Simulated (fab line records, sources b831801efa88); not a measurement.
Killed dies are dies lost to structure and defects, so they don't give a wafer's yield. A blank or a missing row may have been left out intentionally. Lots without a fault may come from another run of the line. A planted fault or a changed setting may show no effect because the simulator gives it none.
The tool behind it: which one? + flow gf180mcu + Sampling: 14 lots, 42 wafers, 4 of 602 route steps

== WHAT EACH GAUGE READ, for each wafer ==
GF_POLY_GATE_CD_MEAS_18.
| lot  | measured     | on        | cd nm (nm)        |
|------|--------------|-----------|-------------------|
| L766 | day 9 07:44  | cd sem-02 | 279.0 282.3 281.6 |
| L767 | day 9 12:07  | cd sem-01 | 276.9 278.1 279.7 |
| L768 | day 9 21:43  | cd sem-01 | 281.2 280.5 282.0 |
| L770 | day 10 10:54 | cd sem-02 | 277.7 282.8 279.2 |
| L771 | day 10 19:21 | cd sem-01 | 277.3 279.5 279.7 |
| L773 | day 11 10:42 | cd sem-01 | 280.3 280.8 284.0 |
| L775 | day 12 03:49 | cd sem-02 | 279.8 281.4 279.7 |
| L776 | day 12 07:20 | cd sem-01 | 282.3 278.6 279.2 |
| L777 | day 12 21:57 | cd sem-01 | 281.8 281.7 284.9 |
| L778 | day 13 04:35 | cd sem-01 | 281.3 281.7 282.4 |
| L783 | day 14 10:31 | cd sem-01 | 275.2 279.3 280.0 |
| L786 | day 15 10:46 | cd sem-02 | 279.3 278.0 278.1 |
| L787 | day 15 16:49 | cd sem-02 | 275.9 279.4 275.9 |
| L789 | day 16 08:29 | cd sem-02 | 280.2 282.4 279.6 |

GF_SAB_THK_MEAS_01.
| lot  | measured     | on            | SAB_CVD_00_THK (nm) |
|------|--------------|---------------|---------------------|
| L766 | day 14 06:41 | film metro-02 | 51.2 51.2 51.7      |
| L767 | day 14 11:05 | film metro-03 | 49.7 50.5 50.5      |
| L768 | day 14 21:29 | film metro-02 | 49.4 50.6 51.0      |
| L770 | day 15 14:37 | film metro-04 | 51.3 51.5 52.3      |
| L771 | day 15 23:00 | film metro-04 | 51.1 51.5 51.5      |
| L773 | day 16 18:40 | film metro-02 | 49.5 49.5 50.1      |
| L775 | day 17 14:56 | film metro-04 | 50.9 51.9 52.1      |
| L776 | day 17 18:37 | film metro-04 | 48.8 49.0 50.0      |
| L777 | day 18 11:25 | film metro-03 | 48.3 50.3 50.0      |
| L778 | day 18 20:47 | film metro-04 | 47.9 48.8 49.5      |
| L783 | day 20 08:55 | film metro-03 | 49.3 49.4 48.7      |
| L786 | day 21 12:59 | film metro-03 | 49.2 49.9 49.8      |
| L787 | day 21 18:32 | film metro-04 | 49.8 49.3 50.7      |
| L789 | day 22 12:49 | film metro-04 | 49.8 49.8 50.7      |

== EACH LOT AND THE TOOL THAT RAN IT (in order: tool; ch and the chambers of the sampled wafers; start) ==
| lot  | GF_VT_IMPLANT_IMPLANT_30        | GF_HV_LDD_STRIP_49                   |
|------|---------------------------------|--------------------------------------|
| L766 | implanter-01 ch 0, day 6 20:09  | plasma asher-04 ch 0, day 12 10:44   |
| L767 | implanter-04 ch 0, day 7 01:43  | plasma asher-02 ch 1, day 12 15:14   |
| L768 | implanter-04 ch 0, day 7 08:51  | plasma asher-02 ch 0,1, day 13 01:59 |
| L770 | implanter-01 ch 0, day 7 21:00  | plasma asher-02 ch 0,1, day 13 17:08 |
| L771 | implanter-04 ch 0, day 8 05:26  | plasma asher-04 ch 0,1, day 14 00:47 |
| L773 | implanter-01 ch 0, day 8 20:30  | plasma asher-02 ch 0,1, day 14 18:58 |
| L775 | implanter-01 ch 0, day 9 08:56  | plasma asher-02 ch 0,1, day 15 14:11 |
| L776 | implanter-01 ch 0, day 9 14:59  | plasma asher-02 ch 0,1, day 15 17:35 |
| L777 | implanter-04 ch 0, day 10 04:10 | plasma asher-04 ch 0,1, day 16 09:04 |
| L778 | implanter-04 ch 0, day 10 08:52 | plasma asher-01 ch 0,1, day 16 17:25 |
| L783 | implanter-04 ch 0, day 11 13:20 | plasma asher-01 ch 0,1, day 18 03:46 |
| L786 | implanter-04 ch 0, day 12 11:16 | plasma asher-02 ch 0,1, day 19 08:44 |
| L787 | implanter-02 ch 0, day 12 16:20 | plasma asher-04 ch 0,1, day 19 14:35 |
| L789 | implanter-01 ch 0, day 13 06:24 | plasma asher-02 ch 0,1, day 20 08:44 |
- GF_VT_IMPLANT_IMPLANT_30
- GF_HV_LDD_STRIP_49: strips in O2/N2.

== AS READ BY THE TOOLS THEMSELVES (means over the sampled wafers that have a number; for cases with no such wafer, the mark the record gives instead) ==
GF_VT_IMPLANT_IMPLANT_30.
| lot  | tool         | beam on s (s) | faraday current uA | tilt deg (degrees) |
|------|--------------|---------------|--------------------|--------------------|
| L766 | implanter-01 | 10.01         | 14.29              | 7.000              |
| L767 | implanter-04 | 10.29         | 13.89              | 7.020              |
| L768 | implanter-04 | 9.93          | 14.44              | 7.012              |
| L770 | implanter-01 | 9.99          | 14.32              | 7.006              |
| L771 | implanter-04 | 10.10         | 14.16              | 6.983              |
| L773 | implanter-01 | 10.08         | 14.19              | 6.990              |
| L775 | implanter-01 | 10.06         | 14.22              | 6.675              |
| L776 | implanter-01 | 9.79          | 14.55              | 6.665              |
| L777 | implanter-04 | 10.00         | 14.29              | 7.005              |
| L778 | implanter-04 | 10.08         | 14.19              | 7.013              |
| L783 | implanter-04 | 10.00         | 14.30              | 7.022              |
| L786 | implanter-04 | 10.20         | 14.00              | 6.990              |
| L787 | implanter-02 | 9.96          | 14.35              | 6.979              |
| L789 | implanter-01 | 10.09         | 14.18              | 7.002              |

GF_HV_LDD_STRIP_49.
| lot  | tool            | drypump motor current A (A) | heater power w (W) | oes product au (a.u.) | strip time to endpoint s (s) |
|------|-----------------|-----------------------------|--------------------|-----------------------|------------------------------|
| L766 | plasma asher-04 | 5.2                         | 274                | 0.716                 | 12.63                        |
| L767 | plasma asher-02 | 5.9                         | 353                | 0.712                 | 12.62                        |
| L768 | plasma asher-02 | 6.0                         | 365                | 0.717                 | 12.62                        |
| L770 | plasma asher-02 | 6.0                         | 372                | 0.716                 | 12.55                        |
| L771 | plasma asher-04 | 5.8                         | 309                | 0.718                 | 12.62                        |
| L773 | plasma asher-02 | 6.2                         | 380                | 0.714                 | 12.62                        |
| L775 | plasma asher-02 | 6.1                         | 379                | 0.717                 | 12.65                        |
| L776 | plasma asher-02 | 6.1                         | 376                | 0.714                 | 12.65                        |
| L777 | plasma asher-04 | 5.8                         | 306                | 0.712                 | 12.60                        |
| L778 | plasma asher-01 | 5.4                         | 341                | 0.718                 | 12.67                        |
| L783 | plasma asher-01 | 5.4                         | 334                | 0.711                 | 12.65                        |
| L786 | plasma asher-02 | 6.0                         | 363                | 0.716                 | 12.64                        |
| L787 | plasma asher-04 | 5.5                         | 284                | 0.715                 | 12.64                        |
| L789 | plasma asher-02 | 6.0                         | 361                | 0.720                 | 12.57                        |

== THE ANSWER, worked out from the rows above alone ==
Rule: the lots themselves supply what counts as usual. Put in order of their means at a reading, lots are off if they are a third of the lots or fewer, leave a main group of 4 or more, and stand apart from it by a gap of 3 or more times the standard deviation of the main group's means; of several such gaps the widest counts. The tables above print the reading to a certain number of digits; a main group whose means all agree to those digits is not used. Also off: a lot with no number at a reading for which 4 or more lots have one. All remaining lots with rows at the step are treated as sound. The gauges are gone through in route order, then the tools' own readings, and for those a lot's mean is taken as printed above. The first step at which some lot is off is used, and at that step the reading that is off furthest; a lot without a number counts as furthest.
Off: L775, L776 (GF_VT_IMPLANT_IMPLANT_30, tilt deg). The main group: mean 7.002 degrees, standard deviation 0.013.
A tool fits if, at that step or a process step before it, it ran every lot that is off, and no sound lot after the first of them. Of those tried, none fits.

== WHAT THE SIMULATOR HAD PUT IN ==
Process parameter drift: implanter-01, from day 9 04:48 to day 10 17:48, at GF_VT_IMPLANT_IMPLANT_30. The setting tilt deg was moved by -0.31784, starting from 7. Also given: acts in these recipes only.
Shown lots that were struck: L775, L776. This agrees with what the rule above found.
